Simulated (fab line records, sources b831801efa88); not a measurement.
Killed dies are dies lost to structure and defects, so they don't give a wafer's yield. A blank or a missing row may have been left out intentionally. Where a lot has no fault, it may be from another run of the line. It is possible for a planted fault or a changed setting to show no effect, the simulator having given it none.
Matching of chambers	flow sky130	SKY_CONTACT_HDPCVD_02 on hdpcvd-02: 3 sister chambers
The step deposits SiO2, target thk 565 nm, time 94.2 s. 6 wafers are shown with their chamber, then 6 later ones without.

== EACH WAFER AND ITS CHAMBER ==
wafer	chamber	run_length_s (s)	pressure_mtorr (mTorr)
L340.6	0	122.9	6.012
L341.1	1	121.8	5.988
L341.4	2	122.2	5.999
L341.6	1	121.7	6.011
L342.3	2	122.8	5.989
L342.5	0	122.9	5.998

== WAFERS MISSING THEIR CHAMBER ==
wafer	run_length_s (s)	pressure_mtorr (mTorr)
L342.6	122.0	5.990
L343.1	122.6	6.014
L343.2	122.9	5.978
L343.5	122.1	5.987
L345.2	122.7	5.994
L345.3	123.0	6.016

== WHICH CHAMBER EACH ONE RAN IN ==
wafer	from the rows above	in truth
L342.6	can't be placed: 1 or 2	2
L343.1	can't be placed: 0 or 2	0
L343.2	can't be placed: 2 or 0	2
L343.5	can't be placed: 2 or 1 or 0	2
L345.2	can't be placed: 2 or 0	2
L345.3	can't be placed: 0 or 2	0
Placed correctly: 0 of 6. Can't be placed from these rows: 6 (the true chamber is among the candidates in 6). Number placed wrongly: 0.
How it was worked out, from the rows above alone: a wafer's distance from a chamber is the root of the sum, over the readings, of the square of ((its reading less the chamber's mean) divided by the reading's scatter). If the next closest chamber is less than 2 further off than the closest, the wafer can't be placed; otherwise it belongs to the closest. The mean given for a chamber averages the wafers shown for that chamber. The scatter: the root of (the sum of the squares of (reading less its chamber's mean) over the shown wafers, divided by (wafers less chambers)).
